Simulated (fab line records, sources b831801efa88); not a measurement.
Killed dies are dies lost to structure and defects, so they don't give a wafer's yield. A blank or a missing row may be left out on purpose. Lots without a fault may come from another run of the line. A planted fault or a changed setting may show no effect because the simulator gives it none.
A struck lot beside a sound one | flow gf180mcu | 30 steps out of a route of 602
Sound: wafers L506.2, L506.3, L506.5. Struck: wafers L525.3, L525.5, L525.6. The cause comes at the end.
At each step with rows: each side's tool, then ch and its chambers, then its first start. Under that, the readings that differ: sound wafers | struck wafers | difference of the means | sigmas: that difference in standard deviations of wafers without a fault.
alike: readings whose means differ by less than 2 such deviations, and words and numbers that are the same on both sides. not compared: withheld readings, readings that some wafer has no value for, bounds like >300 that may hide the same value, and numbers for which the record gives no deviation and whose values overlap.
The two part at a step that has a row with sigmas, a row that says differs or no value, or rows on one side only. Numbers that don't overlap but have no deviation are shown without sigmas and don't part them. A reading that every wafer of one side lacks parts them only if that side has two wafers or more.

first, 7 steps without rows for these wafers: GF_DUAL_GATE_DEHYDRATE_04 (time 60 s); GF_DUAL_GATE_HMDS_05 (prime time 60 s); GF_DUAL_GATE_COAT_06 (resist thk 1000 nm); GF_DUAL_GATE_SOFTBAKE_07 (time 60 s); GF_DUAL_GATE_EXPOSE_08 (exposes mask Dualgate, target cd 700 nm); GF_DUAL_GATE_PEB_09; GF_DUAL_GATE_DEVELOP_10 (develop time 60 s).
GF_DUAL_GATE_OVL_MEAS_11:
  sound on overlay-01, day 8 06:25; struck on overlay-02, day 13 21:59
  alike: DUAL_GATE_OVL
then, 1 step without rows for these wafers: GF_DUAL_GATE_WET_ETCH_12 (etches SiO2 in dHF, target depth 13 nm, time 260 s).
GF_DUAL_GATE_STRIP_13: strips in O2/N2.
  sound on plasma_asher-04 ch 0,1, day 8 06:32; struck on plasma_asher-04 ch 0,1, day 13 22:07
  alike: drypump_motor_current_A, heater_power_w, n2_flow_sccm, o2_flow_sccm, oes_product_au, strip_time_to_endpoint_s
  not compared: rf_hours_counter_h
then, 2 steps without rows for these wafers: GF_DUAL_GATE_CLEAN_14 (cleans in SC1/SC2, time 150 s); GF_DUAL_GATE_OXIDATION_15 (stabilise 600 s, purge 300 s, target thk 7.098 nm).
GF_POLY_GATE_CVD_00: deposits poly-Si, target thk 200 nm, time 1200 s.
  sound on lpcvd-02 ch 0, day 8 08:17; struck on lpcvd-02 ch 1, day 14 02:19
  alike: susceptor_temp_C, zone_power_bottom_pct
GF_POLY_GATE_THK_MEAS_01:
  sound on film_metro-04, day 8 09:38; struck on film_metro-04, day 14 03:41
  reading                   | sound             | struck            | difference | sigmas
  POLY_GATE_CVD_00_THK (nm) | 200.2 200.9 201.1 | 404.5 403.9 402.4 | +202.9     | +99 or more
then, 8 steps without rows for these wafers: GF_POLY_GATE_DEHYDRATE_02 (time 60 s); GF_POLY_GATE_HMDS_03 (prime time 60 s); GF_POLY_GATE_COAT_04; GF_POLY_GATE_COAT_05 (resist thk 700 nm); GF_POLY_GATE_SOFTBAKE_06 (time 60 s); GF_POLY_GATE_EXPOSE_07 (exposes mask Poly2, target cd 280 nm); GF_POLY_GATE_PEB_08 (peb time 90 s); GF_POLY_GATE_DEVELOP_09 (develop time 60 s).
GF_POLY_GATE_CD_MEAS_10: target cd 280 nm.
  sound on cd_sem-01, day 9 01:39; struck on cd_sem-02, day 14 22:46
  alike: cd_nm
GF_POLY_GATE_OVL_MEAS_11:
  sound on overlay-02, day 9 01:46; struck on overlay-02, day 14 22:52
  alike: POLY_GATE_OVL
GF_POLY_GATE_ETCH_12: etches BARC in N2/H2.
  sound on rie_diel-03 ch 0,1,2, day 9 01:47; struck on rie_diel-01 ch 0,1,3, day 14 22:53
  alike: drypump_motor_current_A, n2_flow_sccm, oes_product_au, throttle_valve_pct
GF_POLY_GATE_ETCH_13: etches poly-Si in HBr/Cl2, stops on SiO2, target depth 198.5 nm, time 69.6 s.
  sound on rie_si-01 ch 1,3, day 9 01:50; struck on rie_si-01 ch 0,2,3, day 14 22:56
  alike: drypump_motor_current_A, oes_product_au, throttle_valve_pct
  not compared: rf_hours_counter_h
GF_POLY_GATE_STRIP_14: strips in O2/N2.
  sound on plasma_asher-04 ch 0,1, day 9 01:54; struck on plasma_asher-04 ch 0,1, day 14 23:02
  reading                                       | sound             | struck            | difference | sigmas
  model.poly-Si_of_POLY_GATE_CVD_00.thk_nm (nm) | 199.9 200.5 200.8 | 404.1 403.2 401.8 | +202.6     |
  alike: drypump_motor_current_A, heater_power_w, n2_flow_sccm, o2_flow_sccm, oes_product_au
  not compared: rf_hours_counter_h
GF_POLY_GATE_CLEAN_15: cleans in SC1/SC2, time 150 s.
  sound on wet_bench-01 ch 0, day 9 02:00; struck on wet_bench-01 ch 2, day 14 23:05
  reading                                       | sound             | struck            | difference | sigmas
  model.poly-Si_of_POLY_GATE_CVD_00.thk_nm (nm) | 199.6 200.2 200.5 | 403.8 402.8 401.4 | +202.6     |
then, 1 step without rows for these wafers: GF_POLY_GATE_OXIDATION_16 (stabilise 600 s, purge 300 s, target thk 4 nm).
-- the record jumps here: 19 days lie between the struck wafers' starts before and after (it left off in module POLY_GATE and takes up again in module PASSIVATION, whose first step shown is number 602 of the route) --
GF_PASSIVATION_PROBE_99:
  the record has rows for the struck wafers here (prober-01, day 34 06:32) and none for the sound ones

WHERE THEY PART
First at GF_POLY_GATE_THK_MEAS_01; last, within this record, at GF_PASSIVATION_PROBE_99.

WHY: what the simulator had put in
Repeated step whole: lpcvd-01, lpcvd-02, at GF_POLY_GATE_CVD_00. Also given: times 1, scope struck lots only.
